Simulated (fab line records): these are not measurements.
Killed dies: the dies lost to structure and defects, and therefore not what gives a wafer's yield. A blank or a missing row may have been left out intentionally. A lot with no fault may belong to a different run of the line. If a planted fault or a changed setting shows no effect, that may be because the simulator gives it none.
One fault seen from 2 desks    flow gf180mcu    every desk sees just its own numbers, and what lay behind them comes last

== THE TOOL OWNER'S DESK: pecvd-02 ==
The tool's own readings at GF_MIM_CVD_05 (deposits Si3N4, target thk 42 nm, time 29.086 s): means of the sampled wafers that have a number, for each lot that ran on this tool. Any lot whose mean is over 4 standard deviations away from the usual mean is out of limits and marked OUT; that distance is given in the brackets.
Columns: A = heater_power_w at GF_MIM_CVD_05, usual 620 W; B = run_length_s at GF_MIM_CVD_05, usual 57.1 s
lot   first seen here  A    B
L677  day 25 05:41     686  57.0
L682  day 26 17:55     791  57.4
L683  day 26 23:26     719  56.8
L692  day 29 08:19     792  59.3
L693  day 29 23:08     787  59.2
This desk found nothing out of limits on any of the 5 lots.

== METROLOGY DESK ==
Means of the sampled wafers that have a number, per lot and without regard to the tool the lot ran on: this is what the gauges read. Any lot whose mean is over 4 standard deviations away from the usual mean is out of limits and marked OUT; that distance is given in the brackets.
Columns: A = V3_CVD_00_THK at GF_V3_THK_MEAS_01, usual 596 nm; B = MIM_CVD_05_THK at GF_MIM_THK_MEAS_06, usual 42.1 nm
lot   first seen here  A    B
L677  day 22 04:07     600  41.7
L679  day 22 08:43     592  42.5
L682  day 23 20:38     597  42.3
L683  day 24 02:54     596  42.3
L684  day 24 06:04     600  42.4
L685  day 25 01:20     595  41.9
L692  day 26 15:52     593  45.5 (+6.6) OUT
L693  day 27 07:05     596  45.2 (+6.1) OUT
L696  day 28 10:07     600  42.2
L697  day 28 10:38     595  42.1
L698  day 28 17:28     591  42.0
L699  day 28 22:38     594  41.6
This desk reports L692, L693 out of limits; the earliest was L692 at day 29 08:21 (MIM_CVD_05_THK at GF_MIM_THK_MEAS_06). L677, L679, L682, L683, L684, L685, L696, L697, L698, L699: within limits.

== PUT TOGETHER ==
L692, L693 would have let the metrology desk raise an alarm at day 29 08:21.
The tool owner's desk saw nothing out of limits.
Tool owner's desk: L692, L693 on record, inside its limits.
Of the lots named, all ran GF_MIM_CVD_05 on pecvd-02.

== WHAT THE SIMULATOR PUT IN ==
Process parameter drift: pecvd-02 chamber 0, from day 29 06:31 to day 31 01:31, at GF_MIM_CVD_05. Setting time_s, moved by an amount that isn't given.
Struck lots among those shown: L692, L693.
Time in hours between the start of the fault and the first out-of-limits reading at each desk: metrology desk, 2.
